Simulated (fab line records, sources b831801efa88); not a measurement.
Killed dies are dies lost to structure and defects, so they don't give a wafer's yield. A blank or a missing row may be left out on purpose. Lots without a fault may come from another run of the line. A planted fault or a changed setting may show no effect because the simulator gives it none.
One fault seen from 2 desks | flow sky130 | each desk has only its own numbers; what lay behind them comes last

THE METROLOGY DESK
What the gauges read, lot by lot, whatever tool the lot ran on: means of the sampled wafers that have a number. A lot is out of limits, marked OUT, if its mean lies more than 4 standard deviations from the usual mean; the brackets give that distance.
Columns: A = LDD_N_OVL at SKY_LDD_N_OVL_MEAS_07, usual -0.1 nm
lot  | first seen here | A
L695 | day 19 17:04    | 1.2
L694 | day 19 20:09    | -1.8
L700 | day 21 12:22    | -0.7
L709 | day 24 17:27    | -0.1
L712 | day 25 15:59    | 0.7
L713 | day 26 02:10    | -1.0
This desk's finding: nothing out of limits on any of the 6 lots.

THE TOOL OWNER'S DESK: implanter-03
The tool's own readings at SKY_LDD_N_IMPLANT_13: means of the sampled wafers that have a number, for each lot that ran on this tool. A lot is out of limits, marked OUT, if its mean lies more than 4 standard deviations from the usual mean; the brackets give that distance.
Columns: A = beam_energy_keV at SKY_LDD_N_IMPLANT_13, usual 50.002; B = faraday_current_uA at SKY_LDD_N_IMPLANT_13, usual 28.2; C = rotation_deg at SKY_LDD_N_IMPLANT_13, usual 90.001 degrees
lot  | first seen here | A      | B    | C
L694 | day 19 20:56    | 50.004 | 28.7 | 89.987
L709 | day 24 18:14    | 50.011 | 28.2 | 289.647 (+99 or more) OUT
L712 | day 25 16:48    | 50.001 | 28.2 | 289.600 (+99 or more) OUT
This desk's finding: out of limits on L709, L712; first on L709, day 24 18:14 (rotation_deg at SKY_LDD_N_IMPLANT_13). In limits: L694.

PUT TOGETHER
The tool owner's desk could have raised an alarm at day 24 18:14, on L709, L712.
The metrology desk saw nothing out of limits.
The metrology desk has L709, L712 on record, within its limits.
Of the lots named, all ran SKY_LDD_N_IMPLANT_13 on implanter-03.

WHAT THE SIMULATOR HAD PUT IN
Process parameter drift: implanter-03, from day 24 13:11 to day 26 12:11, at SKY_LDD_N_IMPLANT_13. Setting rotation_deg, moved by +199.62, from 90. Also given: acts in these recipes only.
Lots struck among those shown: L709, L712.
Hours from the fault's start to each desk's first reading out of limits: the tool owner's desk, 5.
